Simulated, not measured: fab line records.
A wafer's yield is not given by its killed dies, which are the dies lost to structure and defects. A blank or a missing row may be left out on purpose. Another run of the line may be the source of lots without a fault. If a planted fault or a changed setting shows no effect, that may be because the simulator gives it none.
Which tool is to blame? ; flow sky130 ; 11 lots with 33 wafers sampled at 2 steps, on a route of 708 steps

== WHAT THE GAUGES SHOWED, per wafer ==
SKY_SONOS_ONO_THK_MEAS_05.
lot;measured;on;SONOS_ONO_CVD_04_THK (nm)
L393;day 11 19:27;film-metro-03;5.71 5.67 5.72
L394;day 12 03:40;film-metro-01;5.64 5.70 5.73
L395;day 12 16:33;film-metro-01;5.53 5.58 5.49
L396;day 12 22:49;film-metro-01;5.67 5.74 5.71
L397;day 13 03:14;film-metro-04;5.93 5.89 6.05
L398;day 13 09:34;film-metro-01;5.69 5.73 5.68
L402;day 14 17:46;film-metro-01;4.26 4.13 4.33 4.23 4.24 4.31
L403;day 15 02:28;film-metro-03;4.07 3.94 4.05 4.08 3.98 4.01
L411;day 17 18:56;film-metro-01;5.36 5.47 5.41
L412;day 18 08:46;film-metro-01;5.71 5.60 5.61
L413;day 18 13:53;film-metro-01;5.51 5.52 5.56

== WHAT TOOL EACH LOT RAN ON (gives the tool, then ch and the chambers of the sampled wafers, and finally the start) ==
lot;SKY_SONOS_ONO_CVD_04
L393;lpcvd-03 ch 1, day 11 18:12
L394;lpcvd-03 ch 1, day 12 02:25
L395;lpcvd-03 ch 1, day 12 15:16
L396;lpcvd-03 ch 0, day 12 21:34
L397;lpcvd-03 ch 1, day 13 01:57
L398;lpcvd-03 ch 1, day 13 08:19
L402;lpcvd-03 ch 1, day 14 16:29
L403;lpcvd-03 ch 0, day 15 01:11
L411;lpcvd-03 ch 0, day 17 17:41
L412;lpcvd-03 ch 0, day 18 07:29
L413;lpcvd-03 ch 1, day 18 12:37
- SKY_SONOS_ONO_CVD_04: deposits SiO2 from SiH4/N2O, target thk 5.7199 nm.

== WHAT THE TOOLS THEMSELVES READ (means of the sampled wafers that have a number; where no wafer has one, the mark that the record gives instead) ==
SKY_SONOS_ONO_CVD_04.
lot;tool;spike-tc-centre-C (C);zone-power-lower-pct (%)
L393;lpcvd-03;899.9;19.9
L394;lpcvd-03;901.0;20.1
L395;lpcvd-03;900.4;20.2
L396;lpcvd-03;899.3;17.8
L397;lpcvd-03;901.4;19.8
L398;lpcvd-03;900.0;19.9
L402;lpcvd-03;900.4;20.0
L403;lpcvd-03;900.3;17.7
L411;lpcvd-03;899.1;17.9
L412;lpcvd-03;900.8;17.8
L413;lpcvd-03;901.0;19.9

== THE ANSWER, worked out from the rows above alone ==
Rule: usual is defined by the lots themselves. The widest of any qualifying gaps counts: lots, ordered by their means at a reading, are off when they make up no more than a third of the lots, leave a main group of 4 or more, and stand apart from it by 3 or more times the standard deviation of that group's means. Not used: any main group whose means are identical at the precision the tables above print for the reading. Also off: a lot with no number at a reading for which 4 or more lots have one. Any other lot the step has rows for is counted as sound. Order of review: gauges by route order, followed by the tools' own readings, for which a lot's mean as printed above is used. The first step at which some lot is off is used, and at that step the reading that is off furthest; a lot without a number counts as furthest.
Off: at SKY_SONOS_ONO_THK_MEAS_05 (SONOS_ONO_CVD_04_THK), L402, L403. For the main group the mean is 5.65 nm and the standard deviation 0.14.
If a tool, at a process step before that reading, ran all the lots that are off and no sound lot after the first of them, it fits. The gauges at SKY_SONOS_ONO_THK_MEAS_05 are tried like those tools. Of those tried, none fits.

== WHAT THE SIMULATOR HAD PUT IN ==
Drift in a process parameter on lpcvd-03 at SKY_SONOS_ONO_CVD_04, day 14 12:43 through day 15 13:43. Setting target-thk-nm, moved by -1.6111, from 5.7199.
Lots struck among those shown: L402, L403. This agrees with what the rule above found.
